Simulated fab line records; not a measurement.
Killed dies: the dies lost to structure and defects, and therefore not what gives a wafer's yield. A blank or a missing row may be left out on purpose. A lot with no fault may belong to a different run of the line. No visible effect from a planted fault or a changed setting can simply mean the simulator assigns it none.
Matching of chambers    flow sky130    SKY_VIA2_CMP_24 on cmp-01 has 4 sister chambers
The step polishes, stops on SiO2, t overpolish 20 s, target thk 0 nm. 14 wafers are shown with their chamber, then 7 later ones without.

## WAFERS, EACH WITH ITS CHAMBER
wafer   chamber  edgeZonePressureFrac  slurryFlowMlMin  timeToEndpointS (s)
L671.1  0        0.999                 150.6            104.1
L671.4  3        1.004                 150.3            106.2
L671.6  3        1.002                 150.3            106.2
L677.1  0        1.006                 149.6            105.1
L677.2  1        0.998                 150.4            102.5
L677.3  3        1.004                 150.0            108.8
L679.2  3        1.004                 149.6            107.9
L679.3  2        0.993                 149.7            102.6
L679.6  3        1.002                 150.0            104.0
L686.1  3        1.004                 150.4            103.7
L686.2  1        0.997                 150.7            102.0
L686.5  2        0.995                 149.3            102.3
L687.3  3        1.005                 149.8            100.8
L687.4  0        0.993                 150.4            102.2

SIGNATURES (averages over the wafers above)
reading               chamber 0  chamber 1  chamber 2  chamber 3  scatter within a chamber
edgeZonePressureFrac  0.99933    0.99750    0.99400    1.00357    0.00308
slurryFlowMlMin       150.200    150.550    149.500    150.057    0.347
timeToEndpointS       103.800    102.250    102.450    105.371    2.23
Rule: a wafer's distance from a chamber is the root of the sum, over the readings, of the square of ((its reading less the chamber's mean) divided by the reading's scatter). The wafer belongs to the nearest chamber; if the next one is less than 2 further off, it can't be placed. How the scatter is found: for the shown wafers, subtract from each reading the mean of its chamber, square and add these, divide the total by (wafers less chambers), then take the root.

## WAFERS WITH NO CHAMBER GIVEN
wafer   edgeZonePressureFrac  slurryFlowMlMin  timeToEndpointS (s)
L687.5  1.008                 149.8            102.7
L689.1  0.999                 150.2            103.3
L689.2  1.002                 150.4            111.7
L689.3  0.990                 150.1            111.9
L690.1  0.999                 149.1            100.9
L690.4  1.003                 149.8            105.0
L690.6  1.005                 150.5            104.2

## CHAMBER TAKEN BY EACH
wafer   from the rows above                in truth
L687.5  can't be placed: 3 or 0            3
L689.1  can't be placed: 0 or 1 or 3       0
L689.2  can't be placed: 3 or 0 or 1       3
L689.3  can't be placed: 0 or 2 or 1 or 3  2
L690.1  can't be placed: 2 or 0 or 3       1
L690.4  can't be placed: 3 or 0            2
L690.6  can't be placed: 3 or 0 or 1       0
Correct placement for 0 of the 7. These rows do not allow placing 7 (true chamber among the candidates in 5). Placed wrongly: 0.
